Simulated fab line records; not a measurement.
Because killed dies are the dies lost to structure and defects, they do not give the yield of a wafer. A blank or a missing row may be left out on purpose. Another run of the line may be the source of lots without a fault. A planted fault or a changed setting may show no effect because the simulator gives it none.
fab line records	flow sfq-line
record lots=14	wafers=42	last-day=92
route steps=325 shown I1@76 I2@114 M4@158 I4@165
lots untouched by any fault: they come from a run of this same line in which no faults occurred
start-h: start of the lot's first displayed wafer, in hours after the record's first day	wait-h: hours from the lot's prior step to this one	" identical to the entry in the row above	L1.1+2: a single row standing in for several wafers	- either no value or no given start	* or withheld: withheld	< > ~ a bound
route shown NAME@n: a module of which the file shows steps, and the number in the route of the first	usual: average and standard deviation across the fault-free wafers	same: alike in all rows	chamber/n: place in a boat	sites: per-site readings	_std_site: standard deviation of those values	_edge_site: inner sites' mean taken away from outer sites' mean	radius-mm: how far each site lies from the wafer's centre	mask NAME#n: copy n	behind: the tool/chamber that last shaped the wafer	hold: what put the lot on hold/how long, in hours/how the hold closed	device: transistor that didn't switch, given as n, p or np	end of line: tests run on the same wafers once the route is complete	for a step that has no rows: nothing shown but its recipe	killed: dies that structure and defects cost at the first sort, which is not the same as the wafer's yield	map: the dies of a wafer, with x for killed, . for not killed, _ for no die there
set.NAME: setting as actually run; set.NAME@STEP: the setting as run at that earlier step	model.NAME: the simulator's own value behind a step, which no gauge read
the route's steps for a sample of lots (tables are steps, rows are wafers)
services: a tool's chamber out of use, with start hour (start-h, from the record's first day; less than 0 if before it), hours out, and reason
## steps
# step SFQ_TRILAYER_I1_METRO_MEASURE_047
# usual thk-nm=199.6/1.3
lot.wafer	tool	chamber	start-h	wait-h	thk-nm
L662.1	film-metro-01	-	554.40	0.1	202.8
L662.4	"	-	"	"	201.1
L662.5	"	-	"	"	200.4
L663.1	film-metro-01	-	569.59	0.1	198.6
L663.5	"	-	"	"	199.7
L663.6	"	-	"	"	200.8
L664.1	film-metro-04	-	574.80	0.1	197.7
L664.2	"	-	"	"	199.0
L664.4	"	-	"	"	198.5
L665.3	film-metro-02	-	577.19	0.5	199.2
L665.4	"	-	"	"	199.9
L665.6	"	-	"	"	201.5
L666.1	film-metro-04	-	585.86	0.1	200.7
L666.2	"	-	"	"	201.8
L666.4	"	-	"	"	198.4
L667.1	film-metro-01	-	616.40	0.1	200.2
L667.2	"	-	"	"	199.4
L667.5	"	-	"	"	200.4
L668.1	film-metro-02	-	620.20	0.1	199.8
L668.3	"	-	"	"	198.6
L668.6	"	-	"	"	200.6
L669.2	film-metro-01	-	631.25	0.3	200.0
L669.3	"	-	"	"	199.5
L669.4	"	-	"	"	198.9
L676.2	film-metro-04	-	678.90	0.3	198.0
L676.4	"	-	"	"	201.1
L676.6	"	-	"	"	202.1
L679.1	film-metro-02	-	721.17	0.1	199.1
L679.2	"	-	"	"	199.8
L679.5	"	-	"	"	199.2
L680.2	film-metro-04	-	731.57	0.3	200.9
L680.5	"	-	"	"	200.8
L680.6	"	-	"	"	199.0
L681.1	film-metro-02	-	737.37	0.1	199.9
L681.4	"	-	"	"	200.6
L681.5	"	-	"	"	200.8
L683.1	film-metro-02	-	749.37	0.1	197.0
L683.5	"	-	"	"	196.5
L683.6	"	-	"	"	198.1
L684.1	film-metro-01	-	756.26	0.1	197.2
L684.5	"	-	"	"	200.5
L684.6	"	-	"	"	200.3
# step SFQ_TRILAYER_I2_VIA_BARC_OPEN_VIA_ETCH_096
# recipe mask-material=PR	chemistry=O2	target-depth-nm=125	target=BARC	source-w=500	bias-w=80	pressure-mtorr=30	time-s=41.7
# usual drypump-motor-current-A=5.9/0.44	oes-product-au=0.683/0.0045	rf-fwd-power-W=494.7/2.2
# same time-s=41.7
lot.wafer	tool	chamber	start-h	wait-h	drypump-motor-current-A	oes-product-au	rf-fwd-power-W	rf-hours-counter-h
L662.1	rie-diel-03	1	874.66	0.0	6.2	0.688	492.5	9
L662.4	"	0	"	"	5.7	0.687	496.2	12
L662.5	"	2	"	"	6.4	0.680	494.1	-
L663.1	rie-diel-01	3	1033.58	0.0	5.6	0.684	490.8	5
L663.5	"	0	"	"	5.6	0.692	492.1	-
L663.6	"	3	"	"	5.6	0.685	492.9	-
L664.1	rie-diel-03	1	1034.78	0.0	6.2	0.683	492.6	12
L664.2	"	2	"	"	6.3	0.681	495.7	7
L664.4	"	0	"	"	5.7	0.687	496.7	15
L665.3	rie-diel-04	3	1043.31	0.0	5.8	0.686	495.0	5
L665.4	"	2	"	"	5.6	0.677	494.2	12
L665.6	"	2	"	"	5.6	0.678	493.0	-
L666.1	rie-diel-03	1	1045.71	0.0	6.2	0.683	494.4	12
L666.2	"	0	"	"	5.7	0.679	494.9	15
L666.4	"	2	"	"	6.4	0.685	495.3	7
L667.1	rie-diel-01	0	1054.11	0.0	5.6	0.689	494.2	5
L667.2	"	3	"	"	5.6	0.688	490.2	6
L667.5	"	0	"	"	5.6	0.681	493.7	-
L668.1	rie-diel-03	0	1058.91	0.0	5.8	0.684	497.3	15
L668.3	"	3	"	"	6.3	0.683	494.4	8
L668.6	"	3	"	"	6.3	0.673	496.1	-
L669.2	rie-diel-03	0	1061.31	0.0	5.7	0.685	493.3	15
L669.3	"	1	"	"	6.2	0.687	492.8	12
L669.4	"	3	"	"	6.2	0.679	494.3	8
L676.2	rie-diel-01	0	1086.51	0.0	5.7	0.685	294.0	6
L676.4	"	1	"	"	6.3	0.690	498.5	4
L676.6	"	0	"	"	5.6	0.684	294.3	-
L679.1	rie-diel-01	0	1104.69	0.0	5.7	0.686	293.7	6
L679.2	"	3	"	"	5.6	0.684	492.4	6
L679.5	"	3	"	"	5.5	0.688	495.5	-
L680.2	rie-diel-04	3	1111.97	0.0	5.8	0.677	494.3	6
L680.5	"	2	"	"	5.6	0.684	494.2	-
L680.6	"	3	"	"	5.9	0.682	494.7	-
L681.1	rie-diel-04	3	1116.69	0.0	5.9	0.679	497.9	6
L681.4	"	1	"	"	6.7	0.685	496.3	21
L681.5	"	1	"	"	6.6	0.676	496.1	-
L683.1	rie-diel-04	0	1131.09	0.0	5.1	0.691	494.3	11
L683.5	"	2	"	"	5.6	0.680	492.9	-
L683.6	"	3	"	"	5.9	0.679	498.1	-
L684.1	rie-diel-04	2	1134.69	0.0	5.6	0.691	492.0	13
L684.5	"	0	"	"	5.1	0.682	494.7	-
L684.6	"	2	"	"	5.6	0.675	494.8	-
# step SFQ_M4_OVL_MEAS_926
# usual M4_OVL=2/5.2
lot.wafer	tool	chamber	start-h	wait-h	M4_OVL[nm]
L662.1	overlay-02	-	1146.65	0.1	4
L662.4	"	-	"	"	-5
L662.5	"	-	"	"	-1
L663.1	overlay-02	-	1256.60	0.1	2
L663.5	"	-	"	"	2
L663.6	"	-	"	"	5
L664.1	overlay-02	-	1259.00	0.1	-8
L664.2	"	-	"	"	-3
L664.4	"	-	"	"	-5
L665.3	overlay-02	-	1267.41	0.1	-3
L665.4	"	-	"	"	2
L665.6	"	-	"	"	2
L666.1	overlay-01	-	1268.60	0.1	9
L666.2	"	-	"	"	9
L666.4	"	-	"	"	7
L667.1	overlay-02	-	1277.00	0.1	-4
L667.2	"	-	"	"	0
L667.5	"	-	"	"	4
L668.1	overlay-02	-	1287.92	0.1	-4
L668.3	"	-	"	"	-3
L668.6	"	-	"	"	-4
L669.2	overlay-01	-	1303.53	0.1	6
L669.3	"	-	"	"	11
L669.4	"	-	"	"	9
L676.2	overlay-01	-	1334.73	0.1	1
L676.4	"	-	"	"	3
L676.6	"	-	"	"	6
L679.1	overlay-01	-	1427.07	0.1	-1
L679.2	"	-	"	"	-2
L679.5	"	-	"	"	2
L680.2	overlay-01	-	1435.48	0.1	16
L680.5	"	-	"	"	0
L680.6	"	-	"	"	5
L681.1	overlay-02	-	1442.67	0.1	6
L681.4	"	-	"	"	7
L681.5	"	-	"	"	12
L683.1	overlay-02	-	1463.07	0.1	8
L683.5	"	-	"	"	10
L683.6	"	-	"	"	0
L684.1	overlay-02	-	1468.00	0.1	-1
L684.5	"	-	"	"	-7
L684.6	"	-	"	"	5
# step SFQ_I4_BOW_MEAS_927
# recipe mode=bow
# usual I4_BOW=6/9.5
lot.wafer	tool	chamber	start-h	wait-h	I4_BOW[um]
L662.1	film-metro-04	-	1178.18	2.5	1
L662.4	"	-	"	"	1
L662.5	"	-	"	"	0
L663.1	film-metro-04	-	1280.49	1.0	7
L663.5	"	-	"	"	-6
L663.6	"	-	"	"	1
L664.1	film-metro-03	-	1283.49	1.0	-1
L664.2	"	-	"	"	20
L664.4	"	-	"	"	18
L665.3	film-metro-01	-	1295.53	1.0	25
L665.4	"	-	"	"	12
L665.6	"	-	"	"	25
L666.1	film-metro-03	-	1298.49	2.0	7
L666.2	"	-	"	"	-7
L666.4	"	-	"	"	3
L667.1	film-metro-04	-	1310.49	1.5	7
L667.2	"	-	"	"	11
L667.5	"	-	"	"	-3
L668.1	film-metro-03	-	1317.90	2.0	1
L668.3	"	-	"	"	5
L668.6	"	-	"	"	3
L669.2	film-metro-04	-	1334.88	1.5	10
L669.3	"	-	"	"	16
L669.4	"	-	"	"	12
L676.2	film-metro-03	-	1368.32	2.0	-3
L676.4	"	-	"	"	-11
L676.6	"	-	"	"	-1
L679.1	film-metro-04	-	1431.14	2.0	-5
L679.2	"	-	"	"	14
L679.5	"	-	"	"	3
L680.2	film-metro-04	-	1440.56	1.5	4
L680.5	"	-	"	"	-9
L680.6	"	-	"	"	4
L681.1	film-metro-04	-	1447.34	1.0	14
L681.4	"	-	"	"	13
L681.5	"	-	"	"	17
L683.1	film-metro-04	-	1467.14	1.0	23
L683.5	"	-	"	"	17
L683.6	"	-	"	"	12
L684.1	film-metro-04	-	1472.07	2.0	11
L684.5	"	-	"	"	3
L684.6	"	-	"	"	0
## services
tool	chamber	start-h	hours	kind
rie-diel-04	3	533.62	5.1	repair
rie-diel-03	0	535.90	4.8	repair
rie-diel-04	0	542.99	9.6	repair
film-metro-01	-	555.60	0.3	pm
film-metro-01	-	565.34	0.5	pm
film-metro-02	-	574.06	1.3	pm
rie-diel-04	3	586.93	22.5	repair
film-metro-01	-	607.26	0.3	pm
rie-diel-03	-	612.23	3.2	repair
film-metro-02	-	635.63	0.2	pm
rie-diel-04	2	690.20	3.8	repair
rie-diel-03	1	700.66	1.5	repair
film-metro-01	-	701.65	1.5	pm
film-metro-02	-	717.62	1.5	pm
rie-diel-03	1	738.97	13.0	repair
film-metro-01	-	742.46	11.6	pm
rie-diel-03	3	743.19	6.0	repair
film-metro-01	-	754.09	0.3	pm
rie-diel-04	0	762.16	5.3	repair
film-metro-02	-	769.13	0.9	pm
rie-diel-03	2	795.70	7.8	repair
film-metro-01	-	799.79	1.6	pm
film-metro-01	-	810.34	1.2	pm
rie-diel-03	-	817.70	2.8	pm
## key
first-sign step=SFQ_TRILAYER_I2_VIA_BARC_OPEN_VIA_ETCH_096	reading=rf-fwd-power-W	direction=down	sigmas=91	usual=494.7	struck=294.0
effect none on later readings
met-at SFQ_TRILAYER_I2_VIA_BARC_OPEN_VIA_ETCH_096
struck-lots L676,L679
struck-wafers L676.2,L676.6,L679.1
not-acting-at SFQ_TRILAYER_I1_METRO_MEASURE_047,SFQ_M4_OVL_MEAS_926,SFQ_I4_BOW_MEAS_927
onset-between 1054.11 1086.51
fault kind=process-parameter-drift	tool=rie-diel-01	chamber=0	onset-h=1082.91	steps=SFQ_TRILAYER_I2_VIA_BARC_OPEN_VIA_ETCH_096	channel=source-w	offset=-200	shape=step	end-h=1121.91	acts-in=these-recipes-only	stated=500
